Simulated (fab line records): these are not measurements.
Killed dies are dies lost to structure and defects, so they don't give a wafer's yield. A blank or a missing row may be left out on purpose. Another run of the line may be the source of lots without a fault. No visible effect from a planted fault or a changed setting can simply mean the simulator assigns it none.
The tool behind it: which one? | flow gf180mcu | 21 wafers from 7 lots sampled at 2 of the route's 602 steps

== WHAT THE GAUGES SHOWED, per wafer ==
GF_V2_CD_MEAS_14 targets a cd of 260 nm.
lot  | measured     | on        | cd-nm (nm)
L583 | day 21 18:30 | cd-sem-02 | 260.8 260.8 261.2
L585 | day 22 08:41 | cd-sem-02 | 260.0 261.2 260.3
L588 | day 23 13:15 | cd-sem-02 | 259.2 259.5 259.0
L590 | day 24 05:20 | cd-sem-01 | 259.4 259.4 259.0
L592 | day 24 19:27 | cd-sem-01 | 259.2 260.2 260.3
L597 | day 26 06:30 | cd-sem-01 | 262.2 262.0 261.8
L604 | day 28 17:19 | cd-sem-01 | 258.1 257.5 258.3

== EACH LOT AND THE TOOL THAT RAN IT (in order: tool; ch and the chambers of the sampled wafers; start) ==
lot  | GF_DNWELL_DEVELOP_06
L583 | litho-track-03 ch 0, day 3 10:00
L585 | litho-track-03 ch 0, day 3 18:00
L588 | litho-track-03 ch 0, day 4 09:00
L590 | litho-track-02 ch 0, day 4 19:00
L592 | litho-track-01 ch 0, day 5 05:00
L597 | litho-track-02 ch 0, day 6 06:00
L604 | litho-track-01 ch 0, day 8 03:00
- GF_DNWELL_DEVELOP_06: develop time 60 s.

== THE ANSWER, worked out from the rows above alone ==
Rule: the lots themselves supply what counts as usual. The widest of any qualifying gaps counts: lots, ordered by their means at a reading, are off when they make up no more than a third of the lots, leave a main group of 4 or more, and stand apart from it by 3 or more times the standard deviation of that group's means. A main group is skipped when, at the precision printed for the reading in the tables above, its means are all equal. A lot without any number at a reading at which 4 lots or more have one is off too. All remaining lots with rows at the step are treated as sound.
Nothing can be told from this: no lot is off at any reading shown.

== WHAT THE SIMULATOR HAD INSERTED ==
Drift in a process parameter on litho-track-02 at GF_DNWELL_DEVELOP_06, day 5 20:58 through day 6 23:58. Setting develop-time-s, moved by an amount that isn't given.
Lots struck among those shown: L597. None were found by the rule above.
